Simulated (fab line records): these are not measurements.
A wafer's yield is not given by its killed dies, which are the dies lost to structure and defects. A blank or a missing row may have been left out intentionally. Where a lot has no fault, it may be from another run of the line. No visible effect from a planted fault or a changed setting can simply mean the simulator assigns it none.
Matching of chambers | flow sky130 | SKY_VIA1_CMP_24 on cmp-02: 4 sister chambers
The step polishes, stops on SiO2, t overpolish 15 s, target thk 0 nm. 8 wafers are shown with their chamber, then 12 later ones without.

WAFERS WITH THEIR CHAMBER
wafer  | chamber | motor current A (A) | time to endpoint s (s)
L080.5 | 0       | 9.7                 | 67
L084.1 | 1       | 11.4                | 66
L085.1 | 1       | 10.9                | 66
L085.4 | 2       | 11.1                | 63
L085.6 | 3       | 12.1                | 64
L087.1 | 3       | 12.4                | 63
L087.2 | 2       | 11.4                | 66
L087.5 | 0       | 8.9                 | 70

WAFERS WHOSE CHAMBER IS MISSING
wafer  | motor current A (A) | time to endpoint s (s)
L091.1 | 11.8                | 65
L091.2 | 11.4                | 69
L091.5 | 11.8                | 66
L089.2 | 11.2                | 66
L089.4 | 11.7                | 61
L089.6 | 11.4                | 68
L093.1 | 12.2                | 66
L093.3 | 11.2                | 66
L093.4 | 9.7                 | 72
L095.4 | 12.3                | 65
L095.5 | 11.0                | 68
L095.6 | 11.2                | 62

WHICH CHAMBER EACH ONE RAN IN
wafer  | from the rows above          | in truth
L091.1 | can't be placed: 2 or 3 or 1 | 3
L091.2 | can't be placed: 1 or 2      | 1
L091.5 | can't be placed: 1 or 2 or 3 | 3
L089.2 | can't be placed: 1 or 2      | 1
L089.4 | can't be placed: 3 or 2 or 1 | 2
L089.6 | can't be placed: 1 or 2      | 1
L093.1 | can't be placed: 3 or 2 or 1 | 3
L093.3 | can't be placed: 1 or 2      | 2
L093.4 | 0                            | 0
L095.4 | can't be placed: 3 or 2      | 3
L095.5 | can't be placed: 1 or 2      | 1
L095.6 | can't be placed: 2 or 1 or 3 | 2
Correctly placed: 1 of 12. Not placeable from these rows: 11 (in 11, the candidates include the true chamber). Number placed wrongly: 0.
How it was worked out, from the rows above alone: a wafer's distance from a chamber is the root of the sum, over the readings, of the square of ((its reading less the chamber's mean) divided by the reading's scatter). If the next closest chamber is less than 2 further off than the closest, the wafer can't be placed; otherwise it belongs to the closest. The mean given for a chamber averages the wafers shown for that chamber. The scatter: the root of (the sum of the squares of (reading less its chamber's mean) over the shown wafers, divided by (wafers less chambers)).
